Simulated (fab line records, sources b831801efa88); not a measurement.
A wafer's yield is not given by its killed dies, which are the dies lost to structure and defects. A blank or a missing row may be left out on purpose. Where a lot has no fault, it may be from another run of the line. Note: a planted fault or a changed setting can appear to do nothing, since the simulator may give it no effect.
fab line records | flow sky130
[record] lots = 13 wafers = 39 lastDay = 50
route steps=708 shown LI_CONTACT@382 CAP2M@607 METAL4@630 PAD_OPEN@708
lots that met no fault: taken from a fault-free run of the same line
startH: the number of hours between the record's first day and the start of the first shown wafer of the lot | waitH: hours from the lot's prior step to this one | " same as the row above | L1.1+2: one row covering several wafers at once | - no value, or no start was given | * or withheld: withheld | < > ~ a bound
route shown NAME@n: names a module that has steps shown in the file, with the first one's number in the route | usual: the fault-free wafers' mean and standard deviation | same: alike in all rows | chamber/n: place in a boat | sites: the reading at each site | _std_site: the standard deviation of these | _edge_site: the outer-site mean with the inner-site mean subtracted | radiusMm: how far each site lies from the wafer's centre | mask NAME#n: copy n | behind: the most recent tool/chamber to have shaped the wafer | hold: what put the lot on hold/how long, in hours/how the hold closed | device: the transistor (n, p or np) that didn't switch | end of line: the tests these same wafers got at the end of their route | for a step that has no rows: nothing shown but its recipe | killed: count of dies lost to structure and defects at first sort (not the wafer's yield) | map: shows each die of a wafer: x if killed, . if not, _ if none is there
set.NAME: the setting the step ran with; set.NAME@STEP: the setting that earlier step ran with | model.NAME: the simulator's own value behind a step, which no gauge read
route steps across a sampled set of lots; one table per step, one row per wafer
services: from which hour (startH, from the record's first day; less than 0 if before it) a tool's chamber was out of use, for how many hours, and why
[[steps]]
[step SKY_LI_CONTACT_SPUTTER_20]
[recipe] material = TiN targetThkNm = 20 chamberPressurePa = 5 powerW = 4000 timeS = 80
[usual] throttleValvePct = 30.0/1.2
// columns lot.wafer tool chamber startH waitH throttleValvePct
L494.1 pvdSputter-01 - 682.48 0.0 28.5
L494.2 " - " " 31.4
L494.6 " - " " 31.3
L495.1 pvdSputter-03 - 692.41 0.0 28.9
L495.2 " - " " 30.5
L495.6 " - " " 28.0
L497.3 pvdSputter-02 - 714.10 0.0 30.2
L497.5 " - " " 29.6
L497.6 " - " " 31.6
L498.1 pvdSputter-02 - 727.87 0.0 29.5
L498.4 " - " " 31.1
L498.6 " - " " 30.8
L499.1 pvdSputter-02 - 728.99 0.0 31.1
L499.4 " - " " 31.4
L499.6 " - " " 30.9
L501.2 pvdSputter-01 - 749.13 0.0 28.9
L501.4 " - " " 31.3
L501.6 " - " " 31.1
L502.1 pvdSputter-01 - 761.55 0.0 31.4
L502.2 " - " " 29.1
L502.5 " - " " 29.1
L503.3 pvdSputter-03 - 767.69 0.0 30.0
L503.4 " - " " 29.1
L503.6 " - " " 30.4
L510.2 pvdSputter-01 - 818.10 0.0 29.2
L510.4 " - " " 28.5
L510.5 " - " " 29.2
L511.2 pvdSputter-01 - 823.24 0.0 31.7
L511.3 " - " " 28.4
L511.5 " - " " 31.3
L512.1 pvdSputter-02 - 830.59 0.0 31.3
L512.2 " - " " 30.8
L512.6 " - " " 31.2
L513.3 pvdSputter-01 - 833.74 0.0 31.6
L513.4 " - " " 31.3
L513.6 " - " " 31.7
L517.3 pvdSputter-02 - 868.90 0.0 31.2
L517.4 " - " " 29.6
L517.5 " - " " 30.4
[step SKY_CAP2M_THK_MEAS_04]
[recipe] thkMeasGauge = xrf reads = TiN_of_CAP2M_SPUTTER_02
[usual] CAP2M_TIN_THK = 204/3.4
// columns lot.wafer tool chamber startH waitH CAP2M_TIN_THK[nm]
L494.1 filmMetro-03 - 930.00 0.1 200
L494.2 " - " " 202
L494.6 " - " " 201
L495.1 filmMetro-04 - 936.13 0.1 202
L495.2 " - " " 202
L495.6 " - " " 201
L497.3 filmMetro-02 - 956.09 0.1 205
L497.5 " - " " 200
L497.6 " - " " 203
L498.1 filmMetro-04 - 967.48 0.1 206
L498.4 " - " " 203
L498.6 " - " " 209
L499.1 filmMetro-04 - 971.32 0.1 208
L499.4 " - " " 209
L499.6 " - " " 207
L501.2 filmMetro-04 - 987.13 0.1 205
L501.4 " - " " 206
L501.6 " - " " 205
L502.1 filmMetro-03 - 997.22 0.1 204
L502.2 " - " " 202
L502.5 " - " " 205
L503.3 filmMetro-04 - 1006.88 0.1 208
L503.4 " - " " 205
L503.6 " - " " 205
L510.2 filmMetro-03 - 1052.33 0.1 196
L510.4 " - " " 197
L510.5 " - " " 202
L511.2 filmMetro-04 - 1057.20 0.1 202
L511.3 " - " " 206
L511.5 " - " " 206
L512.1 filmMetro-04 - 1065.34 0.1 203
L512.2 " - " " 207
L512.6 " - " " 207
L513.3 filmMetro-04 - 1067.87 0.1 201
L513.4 " - " " 206
L513.6 " - " " 200
L517.3 filmMetro-04 - 1095.00 0.1 202
L517.4 " - " " 209
L517.5 " - " " 203
[step SKY_CAP2M_METAL_ETCH_13]
[recipe] targetDepthNm = 220 stopOn = SiO2 chemistry = Cl2/BCl3 target = TiN pressureMtorr = 10 icpW = 900 biasW = 48.5 Cl2_flow_sccm = 60 bcl3FlowSccm = 30 timeS = 62.9
[usual] bcl3FlowSccm = 30.00/0.088 drypumpMotorCurrentA = 5.84/0.28 oesProductAu = 0.943/0.011 throttleValvePct = 21.901/0.011
// columns lot.wafer tool chamber startH waitH bcl3FlowSccm drypumpMotorCurrentA oesProductAu rfHoursCounterH throttleValvePct
L494.1 rieMetal-01 0 953.83 0.0 29.96 5.94 0.936 9 21.911
L494.2 " 1 " " 30.02 5.90 0.940 18 21.910
L494.6 " 0 " " 29.84 5.96 0.930 - 21.896
L495.1 rieMetal-01 1 959.98 0.0 29.84 5.92 0.942 19 21.902
L495.2 " 0 " " 29.83 5.97 0.935 9 21.905
L495.6 " 0 " " 29.84 5.95 0.934 - 21.899
L497.3 rieMetal-03 0 979.21 0.0 30.10 5.61 0.949 - 21.902
L497.5 " 0 " " 30.02 5.60 0.932 - 21.898
L497.6 " 1 " " 30.03 5.96 0.952 - 21.889
L498.1 rieMetal-03 0 990.93 0.0 29.96 5.61 0.949 16 21.907
L498.4 " 1 " " 29.96 5.99 0.933 - 21.897
L498.6 " 1 " " 29.95 6.00 0.960 - 21.908
L499.1 rieMetal-03 0 994.78 0.0 29.95 5.61 0.949 16 21.885
L499.4 " 1 " " 29.89 5.97 0.950 - 21.902
L499.6 " 1 " " 29.97 5.97 0.948 - 21.883
L501.2 rieMetal-04 0 1009.78 0.0 30.03 6.35 0.935 3 21.902
L501.4 " 0 " " 29.96 6.36 0.944 - 21.890
L501.6 " 1 " " 29.96 5.37 0.940 - 21.916
L502.1 rieMetal-04 1 1020.23 0.0 29.94 5.37 0.943 6 21.888
L502.2 " 0 " " 30.01 6.33 0.943 3 21.893
L502.5 " 1 " " 29.87 5.35 0.951 - 21.898
L503.3 rieMetal-03 0 1029.75 0.0 30.05 5.61 0.950 - 21.891
L503.4 " 1 " " 30.09 5.96 0.940 - 21.895
L503.6 " 1 " " 29.95 5.97 0.946 - 21.907
L510.2 rieMetal-03 0 1074.72 0.0 30.05 5.62 0.921 21 21.919
L510.4 " 0 " " 30.02 5.62 0.921 - 21.931
L510.5 " 0 " " 29.87 5.62 0.936 - 21.911
L511.2 rieMetal-01 1 1079.17 0.0 30.04 5.93 0.937 3 21.897
L511.3 " 0 " " 29.94 5.96 0.944 - 21.895
L511.5 " 1 " " 30.06 5.95 0.949 - 21.901
L512.1 rieMetal-01 0 1087.27 0.0 30.02 5.95 0.930 19 21.878
L512.2 " 1 " " 30.07 5.95 0.948 3 21.889
L512.6 " 1 " " 30.00 5.94 0.952 - 21.878
L513.3 rieMetal-04 0 1089.35 0.0 30.05 6.32 0.938 - 21.918
L513.4 " 1 " " 30.00 5.37 0.946 - 21.901
L513.6 " 0 " " 30.05 6.31 0.922 - 21.904
L517.3 rieMetal-04 1 1115.51 0.1 30.23 5.38 0.937 - 21.894
L517.4 " 0 " " 29.98 6.37 0.955 - 21.909
L517.5 " 0 " " 29.88 6.35 0.940 - 21.900
[step SKY_METAL4_OVL_MEAS_14]
[usual] METAL4_OVL = -5/4.6
// columns lot.wafer tool chamber startH waitH METAL4_OVL[nm]
L494.1 overlay-01 - 978.50 0.1 -1
L494.2 " - " " -5
L494.6 " - " " -6
L495.1 overlay-02 - 984.31 0.1 -7
L495.2 " - " " -6
L495.6 " - " " -8
L497.3 overlay-01 - 1003.42 0.1 -6
L497.5 " - " " 0
L497.6 " - " " -7
L498.1 overlay-01 - 1014.81 0.1 0
L498.4 " - " " -8
L498.6 " - " " -8
L499.1 overlay-01 - 1018.96 0.1 -3
L499.4 " - " " 3
L499.6 " - " " -1
L501.2 overlay-02 - 1033.71 0.1 -12
L501.4 " - " " -10
L501.6 " - " " -10
L502.1 overlay-01 - 1043.16 0.1 1
L502.2 " - " " 3
L502.5 " - " " 0
L503.3 overlay-01 - 1052.07 0.1 -6
L503.4 " - " " -9
L503.6 " - " " -4
L510.2 overlay-02 - 1096.46 0.1 2
L510.4 " - " " 3
L510.5 " - " " 6
L511.2 overlay-01 - 1099.77 0.1 -2
L511.3 " - " " -4
L511.5 " - " " -8
L512.1 overlay-01 - 1108.61 0.1 -13
L512.2 " - " " -16
L512.6 " - " " -10
L513.3 overlay-01 - 1109.97 0.1 -7
L513.4 " - " " -6
L513.6 " - " " -11
L517.3 overlay-02 - 1135.48 0.1 -13
L517.4 " - " " -7
L517.5 " - " " -11
[step SKY_PAD_OPEN_PROBE_99]
[usual] killed_at_M0_to_M3 = 43/7.8 killed_at_M4_up = 3.2/1.9 killedAtContacts = 24/5 killedAtFrontEnd = 14/4.5 killedAtOther = 0.2/0.41 killedDies = 84/9.6 killedOpen = 47/6.9 killedShort = 38/6
[same] grossDies = 492 killedAtBackSide = 0
// columns lot.wafer tool chamber startH waitH killed_at_M0_to_M3 killed_at_M4_up killedAtContacts killedAtFrontEnd killedAtOther killedDies killedOpen killedShort
L511.2 prober-01 - 1180.15 0.1 36 1 56 13 0 106 39 36
L511.3 prober-01 - 1180.20 0.2 31 4 62 15 0 112 42 29
L511.5 prober-01 - 1180.30 0.2 35 2 54 10 1 102 36 35
L513.3 prober-01 - 1187.77 0.2 42 2 48 20 0 112 51 31
L513.4 prober-01 - 1187.82 0.2 33 1 59 10 0 103 33 34
L513.6 prober-01 - 1187.92 0.2 36 2 44 14 0 96 35 38
// killed by level:class
L511.2 LI_CONTACT:unspecified=31 VIA3:geometricParticle:open=9 LI_CONTACT:geometricParticle:short=8 VIA1:geometricParticle:open=8 LI_CONTACT:geometricParticle:open=6 FIELD_ISO:geometricParticle:open=5 VIA1:geometricParticle:short=5 VIA2:geometricParticle:open=4
L511.3 LI_CONTACT:unspecified=41 VIA1:geometricParticle:open=9 CONTACT:geometricParticle:open=8 CONTACT:geometricParticle:short=8 VIA3:geometricParticle:open=5 VIA2:geometricParticle:open=4 FIELD_ISO:geometricParticle:short=3 POLY_GATE:geometricParticle:open=3
L511.5 LI_CONTACT:unspecified=31 VIA1:geometricParticle:open=9 CONTACT:geometricParticle:open=7 CONTACT:geometricParticle:short=6 VIA3:geometricParticle:open=6 VIA3:geometricParticle:short=5 LOCAL_INTERCONNECT:geometricParticle:short=4 FIELD_ISO:geometricParticle:short=4
L513.3 LI_CONTACT:unspecified=30 VIA1:geometricParticle:open=11 VIA3:geometricParticle:open=8 METAL1:geometricParticle:short=7 FIELD_ISO:geometricParticle:open=6 LI_CONTACT:geometricParticle:open=6 CONTACT:geometricParticle:open=6 POLY_GATE:geometricParticle:short=5
L513.4 LI_CONTACT:unspecified=36 CONTACT:geometricParticle:open=8 VIA2:geometricParticle:open=7 LOCAL_INTERCONNECT:geometricParticle:short=6 METAL2:geometricParticle:short=5 VIA1:geometricParticle:open=5 FIELD_ISO:geometricParticle:short=4 CONTACT:geometricParticle:short=4
L513.6 LI_CONTACT:unspecified=23 VIA1:geometricParticle:open=9 LI_CONTACT:geometricParticle:open=6 CONTACT:geometricParticle:open=5 VIA1:geometricParticle:short=5 FIELD_ISO:geometricParticle:short=4 LOCAL_INTERCONNECT:geometricParticle:short=4 METAL1:geometricParticle:short=4
[[services]]
// columns tool chamber startH hours kind
rieMetal-01 0 668.03 30.9 repair
pvdSputter-01 2 707.06 - consumableReplace:kit
pvdSputter-01 2 707.06 18.0 scheduledDown
pvdSputter-01 2 707.06 18.0 ventCycle
pvdSputter-03 - 737.05 1.4 repair
pvdSputter-02 - 742.50 17.1 repair
pvdSputter-02 - 751.51 2.5 repair
pvdSputter-03 - 762.75 4.0 repair
pvdSputter-03 - 783.32 1.8 repair
pvdSputter-01 - 783.51 7.0 repair
rieMetal-01 - 786.64 0.2 repair
pvdSputter-02 - 793.71 5.4 repair
pvdSputter-02 - 797.55 25.6 repair
pvdSputter-03 - 824.93 2.9 repair
rieMetal-03 0 827.87 1.1 repair
pvdSputter-02 - 871.33 5.8 repair
pvdSputter-01 - 881.97 18.4 repair
rieMetal-01 0 911.02 9.7 repair
rieMetal-03 0 920.99 17.3 repair
rieMetal-01 - 966.48 0.8 repair
rieMetal-04 - 969.54 1.4 pm
rieMetal-04 0 972.82 4.8 repair
pvdSputter-02 - 998.61 5.5 repair
pvdSputter-01 1 1089.48 - consumableReplace:kit
[[key]]
[firstSign] step = SKY_PAD_OPEN_PROBE_99 reading = killedAtContacts direction = up sigmas = 6 usual = 24 struck = 54
[effect] step = SKY_PAD_OPEN_PROBE_99 reading = killedDies direction = up sigmas = 2.1 usual = 84 struck = 105
metAt SKY_LI_CONTACT_SPUTTER_20
struckLots L511,L513
testerLeftOut L511,L513
notActingAt SKY_CAP2M_THK_MEAS_04,SKY_CAP2M_METAL_ETCH_13,SKY_METAL4_OVL_MEAS_14
onsetBetween 818.10 823.24
[fault] kind = chamberParticleSource tool = pvdSputter-01 chamber = - onsetH = 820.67 steps = SKY_LI_CONTACT_SPUTTER_20 ratePerVisitCm2 = 0.40067 endH = 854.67
// testerLeftOut: of these lots the tester's yield and bins aren't shown, on N5 and GAA mostly nor the transistor test; their killed dies are dies lost to structure and defects alone, not to doping, threshold or leakage, so they don't give the yield
